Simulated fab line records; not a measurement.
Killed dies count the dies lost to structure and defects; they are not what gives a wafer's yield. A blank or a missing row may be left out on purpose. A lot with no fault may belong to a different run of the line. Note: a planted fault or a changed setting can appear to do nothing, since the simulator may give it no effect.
Which tool did it? | flow gf180mcu | 13 lots, 39 wafers sampled, at 4 steps of a route of 602

WHAT THE GAUGES SHOWED, per wafer
GF_MIM_THK_MEAS_06. Usual: for MIM_CVD_05_THK the level is 42.1 nm and the standard deviation is 0.64.
lot  | measured     | on            | MIM_CVD_05_THK (nm) | flag
L716 | day 24 06:20 | film-metro-04 | 42.2 42.6 43.0      |
L717 | day 24 14:23 | film-metro-04 | 41.8 42.2 42.9      |
L718 | day 24 22:20 | film-metro-04 | 85.1 86.2 85.0      | OFF
L721 | day 26 08:00 | film-metro-01 | 41.5 42.2 42.5      |
L722 | day 26 14:46 | film-metro-03 | 83.2 84.2 84.9      | OFF
L728 | day 28 10:32 | film-metro-04 | 41.3 41.4 42.6      |
L731 | day 29 13:29 | film-metro-01 | 41.6 42.8 42.6      |
L733 | day 30 00:24 | film-metro-01 | 41.7 41.8 41.9      |
L735 | day 30 12:50 | film-metro-04 | 41.4 41.6 42.4      |
L736 | day 30 19:20 | film-metro-03 | 42.3 42.8 43.7      |
L737 | day 31 00:07 | film-metro-01 | 41.9 42.1 42.6      |
L738 | day 31 02:52 | film-metro-04 | 41.9 41.6 42.5      |
L739 | day 31 10:00 | film-metro-03 | 41.8 42.6 42.7      |

WHAT TOOL EACH LOT RAN ON (gives the tool, then ch and the chambers of the sampled wafers, and finally the start)
lot  | GF_V4_ETCH_17                                 | GF_MIM_SPUTTER_00            | GF_MIM_CVD_05
L716 | rie-diel-01 ch 0,1,3, day 24 06:05 or earlier | pvd-sputter-03, day 24 06:05 | pecvd-01 ch 0,1, day 24 06:19
L717 | rie-diel-01 ch 0,3, day 24 14:08 or earlier   | pvd-sputter-03, day 24 14:08 | pecvd-01 ch 1,2, day 24 14:22
L718 | rie-diel-03 ch 0,3, day 24 21:50 or earlier   | pvd-sputter-04, day 24 21:50 | pecvd-02 ch 0,1, day 24 22:04
L721 | rie-diel-03 ch 1,3, day 26 07:45 or earlier   | pvd-sputter-01, day 26 07:45 | pecvd-01 ch 0,1,2, day 26 07:58
L722 | rie-diel-04 ch 0,1,3, day 26 14:17 or earlier | pvd-sputter-03, day 26 14:17 | pecvd-01 ch 0,1, day 26 14:31
L728 | rie-diel-01 ch 1,3, day 28 10:17 or earlier   | pvd-sputter-01, day 28 10:17 | pecvd-01 ch 0,1,2, day 28 10:31
L731 | rie-diel-01 ch 0,1, day 29 13:14 or earlier   | pvd-sputter-04, day 29 13:14 | pecvd-01 ch 0,1, day 29 13:28
L733 | rie-diel-01 ch 0,1, day 30 00:08 or earlier   | pvd-sputter-03, day 30 00:08 | pecvd-02 ch 0,1, day 30 00:22
L735 | rie-diel-01 ch 0,2,3, day 30 12:35 or earlier | pvd-sputter-01, day 30 12:35 | pecvd-02 ch 0,1,2, day 30 12:49
L736 | rie-diel-01 ch 0,1,2, day 30 19:05 or earlier | pvd-sputter-03, day 30 19:05 | pecvd-02 ch 0,2, day 30 19:18
L737 | rie-diel-04 ch 1,2,3, day 30 23:52 or earlier | pvd-sputter-01, day 30 23:52 | pecvd-01 ch 0,1, day 31 00:05
L738 | rie-diel-04 ch 1,2,3, day 31 02:37 or earlier | pvd-sputter-01, day 31 02:37 | pecvd-03 ch 0,1, day 31 02:50
L739 | rie-diel-04 ch 2,3, day 31 09:44 or earlier   | pvd-sputter-03, day 31 09:44 | pecvd-01 ch 1,2, day 31 09:58
- GF_V4_ETCH_17: etches SiO2 in C4F8/O2/Ar, stops on TiN, target depth 630 nm.
- GF_MIM_SPUTTER_00: material Ti, target thk 37.5 nm, time 150 s.
- GF_MIM_CVD_05: deposits Si3N4, target thk 42 nm, time 29.086 s.

AS READ BY THE TOOLS THEMSELVES (means over the sampled wafers that have a number; for cases with no such wafer, the mark the record gives instead)
GF_V4_ETCH_17. Usual: chamber-pressure-mTorr 40.00 mTorr, standard deviation 0.033; oes-product-au 0.856 a.u., standard deviation 0.0045.
lot  | tool        | chamber-pressure-mTorr (mTorr) | oes-product-au (a.u.) | flag
L716 | rie-diel-01 | 39.99                          | 0.859                 |
L717 | rie-diel-01 | 39.99                          | 0.860                 |
L718 | rie-diel-03 | 40.00                          | 0.856                 |
L721 | rie-diel-03 | 40.01                          | 0.859                 |
L722 | rie-diel-04 | 39.96                          | 0.851                 |
L728 | rie-diel-01 | 40.00                          | 0.851                 |
L731 | rie-diel-01 | 40.04                          | 0.853                 |
L733 | rie-diel-01 | 40.03                          | 0.856                 |
L735 | rie-diel-01 | 40.01                          | 0.860                 |
L736 | rie-diel-01 | 40.00                          | 0.853                 |
L737 | rie-diel-04 | 40.01                          | 0.853                 |
L738 | rie-diel-04 | 40.00                          | 0.857                 |
L739 | rie-diel-04 | 40.01                          | 0.857                 |

GF_MIM_SPUTTER_00. Usual: throttle-valve-pct reads 30.2 % (standard deviation 0.76).
lot  | tool           | throttle-valve-pct (%) | flag
L716 | pvd-sputter-03 | 30.4                   |
L717 | pvd-sputter-03 | 30.4                   |
L718 | pvd-sputter-04 | 29.5                   |
L721 | pvd-sputter-01 | 30.8                   |
L722 | pvd-sputter-03 | 30.2                   |
L728 | pvd-sputter-01 | 30.9                   |
L731 | pvd-sputter-04 | 29.8                   |
L733 | pvd-sputter-03 | 30.0                   |
L735 | pvd-sputter-01 | 30.8                   |
L736 | pvd-sputter-03 | 30.2                   |
L737 | pvd-sputter-01 | 30.4                   |
L738 | pvd-sputter-01 | 30.4                   |
L739 | pvd-sputter-03 | 30.1                   |

GF_MIM_CVD_05. Usual: heater-power-w reads 635 W (standard deviation 78).
lot  | tool     | heater-power-w (W) | flag
L716 | pecvd-01 | 629                |
L717 | pecvd-01 | 616                |
L718 | pecvd-02 | 597                |
L721 | pecvd-01 | 624                |
L722 | pecvd-01 | 592                |
L728 | pecvd-01 | 680                |
L731 | pecvd-01 | 648                |
L733 | pecvd-02 | 615                |
L735 | pecvd-02 | 638                |
L736 | pecvd-02 | 653                |
L737 | pecvd-01 | 584                |
L738 | pecvd-03 | 570                |
L739 | pecvd-01 | 620                |

THE ANSWER, worked out from the rows above alone
Rule: lot off if the mean of its wafers having a number is beyond 3 standard deviations from the usual mean. Also off: a lot with no number at a reading for which 4 or more lots have one. Any other lot the step has rows for is counted as sound. Order of review: gauges by route order, followed by the tools' own readings, for which a lot's mean as printed above is used. At the first step where some lot is off, the reading lying furthest off is the one used; lots without a number count as furthest.
Off: L718, L722, seen at GF_MIM_THK_MEAS_06 (MIM_CVD_05_THK).
A tool fits if, at a process step before that reading, it ran every lot that is off, and no sound lot after the first of them. Gauges at GF_MIM_THK_MEAS_06: tried the same way as those tools. GF_V4_ETCH_17 gives no start for some lots, so the hours and the order of its lots are those of GF_MIM_SPUTTER_00. No candidate that was tried fits.

WHAT WAS PUT IN BY THE SIMULATOR
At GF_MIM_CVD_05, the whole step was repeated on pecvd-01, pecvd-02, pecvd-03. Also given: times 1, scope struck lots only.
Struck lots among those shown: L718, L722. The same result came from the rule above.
